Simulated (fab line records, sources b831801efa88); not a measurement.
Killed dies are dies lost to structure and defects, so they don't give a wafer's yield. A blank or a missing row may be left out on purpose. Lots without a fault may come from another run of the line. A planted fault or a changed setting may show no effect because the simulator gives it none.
A struck lot beside a sound one | flow sky130 | 20 steps out of a route of 708
Sound: wafers L707.3, L707.4, L707.5. Struck: wafer L725.3. (L725.4 of the same lot was not struck and is left out.) The cause comes at the end.
At each step with rows: each side's tool, then ch and its chambers, then its first start. Under that, the readings that differ: sound wafers | struck wafers | difference of the means | sigmas: that difference in standard deviations of wafers without a fault.
alike: readings whose means differ by less than 2 such deviations, and words and numbers that are the same on both sides. not compared: withheld readings, readings that some wafer has no value for, bounds like >300 that may hide the same value, and numbers for which the record gives no deviation and whose values overlap.
The two part at a step that has a row with sigmas, a row that says differs or no value, or rows on one side only. Numbers that don't overlap but have no deviation are shown without sigmas and don't part them. A reading that every wafer of one side lacks parts them only if that side has two wafers or more.

SKY_FIELD_ISO_BOW_MEAS_00:
  sound on film_metro-01, day 2 01:02; struck on film_metro-01, day 5 19:02
  alike: INCOMING_BOW
then, 1 step without rows for these wafers: SKY_FIELD_ISO_OXIDATION_01 (stabilise 600 s, purge 300 s, target thk 12 nm).
SKY_FIELD_ISO_THK_MEAS_02:
  sound on film_metro-02, day 2 04:28; struck on film_metro-02, day 5 20:39
  alike: FIELD_ISO_OXIDATION_00_THK
then, 1 step without rows for these wafers: SKY_FIELD_ISO_CVD_03 (deposits Si3N4 from DCS/NH3, target thk 165 nm, time 2830 s).
SKY_FIELD_ISO_THK_MEAS_04:
  sound on film_metro-02, day 2 06:19; struck on film_metro-02, day 5 22:30
  alike: FIELD_ISO_CVD_03_THK
then, 5 steps without rows for these wafers: SKY_FIELD_ISO_DEHYDRATE_05 (time 60 s); SKY_FIELD_ISO_HMDS_06 (prime time 60 s); SKY_FIELD_ISO_COAT_07 (resist thk 60 nm); SKY_FIELD_ISO_COAT_08 (resist thk 450 nm); SKY_FIELD_ISO_SOFTBAKE_09 (time 90 s).
SKY_FIELD_ISO_EXPOSE_10: exposes mask FOM, target cd 150 nm.
  sound on krf_scanner-02 ch 0, day 2 13:40; struck on krf_scanner-02 ch 0, day 6 08:34
  alike: mask, focus_offset_nm
then, 2 steps without rows for these wafers: SKY_FIELD_ISO_PEB_11; SKY_FIELD_ISO_DEVELOP_12 (develop time 60 s).
SKY_FIELD_ISO_CD_MEAS_13: target cd 150 nm.
  sound on cd_sem-02, day 2 21:29; struck on cd_sem-01, day 6 18:05
  reading    | sound             | struck | difference | sigmas
  cd_nm (nm) | 149.0 148.6 148.9 | 101.8  | -47.0      | -34
SKY_FIELD_ISO_ETCH_14: etches BARC in N2/H2, stops on SiO2, time 45.9 s, target depth 60 nm.
  sound on rie_diel-04 ch 0,1, day 2 21:34; struck on rie_diel-03 ch 2, day 6 18:10
  reading                    | sound           | struck | difference | sigmas
  model.FIELD_ISO.cd_nm (nm) | 149.9 148.2 149 | 102.8  | -46.2      |
  alike: drypump_motor_current_A, oes_product_au, throttle_valve_pct
  not compared: rf_hours_counter_h
SKY_FIELD_ISO_ETCH_15: etches the open film in CHF3/O2, stops on Si, target depth 180 nm, time 72 s.
  sound on rie_diel-04 ch 0,1, day 2 21:37; struck on rie_diel-03 ch 2, day 6 18:13
  alike: drypump_motor_current_A, oes_product_au, throttle_valve_pct
  not compared: rf_hours_counter_h
SKY_FIELD_ISO_STRIP_16: strips in O2/N2.
  sound on plasma_asher-04 ch 0,1, day 2 21:42; struck on plasma_asher-01 ch 1, day 6 18:18
  alike: drypump_motor_current_A, oes_product_au, strip_time_to_endpoint_s
  not compared: rf_hours_counter_h
SKY_FIELD_ISO_ETCH_17: etches Si in HBr/Cl2/O2, target depth 342 nm, time 97.7 s.
  sound on rie_si-01 ch 1,2, day 2 21:46; struck on rie_si-01 ch 0, day 6 18:22
  reading                    | sound           | struck | difference | sigmas
  model.FIELD_ISO.cd_nm (nm) | 148.1 146.3 148 | 100.7  | -46.8      |
  alike: drypump_motor_current_A, oes_product_au, throttle_valve_pct
  not compared: rf_hours_counter_h
then, 1 step without rows for these wafers: SKY_FIELD_ISO_WET_ETCH_18 (etches Si3N4 in H3PO4, target depth 25 nm, time 286 s).
-- the record jumps here: 44 days lie between the struck wafers' starts before and after (it left off in module FIELD_ISO and takes up again in module PAD_OPEN, whose first step shown is number 708 of the route) --
SKY_PAD_OPEN_PROBE_99:
  sound on prober-01, day 47 01:00; struck on prober-02, day 50 20:07
  reading             | sound     | struck | difference | sigmas
  killed_at_front_end | 9 13 15   | 418    | +406       | +88
  killed_dies         | 88 84 104 | 492    | +400       | +40
  killed_on_rim       | 16 20 20  | 96     | +77        | +20
  alike: killed_at_M0_to_M3, killed_at_M4_up, killed_at_contacts, killed_at_other, killed_open, killed_short

WHERE THEY PART
First at SKY_FIELD_ISO_CD_MEAS_13; last, within this record, at SKY_PAD_OPEN_PROBE_99.

WHY: what the simulator had put in
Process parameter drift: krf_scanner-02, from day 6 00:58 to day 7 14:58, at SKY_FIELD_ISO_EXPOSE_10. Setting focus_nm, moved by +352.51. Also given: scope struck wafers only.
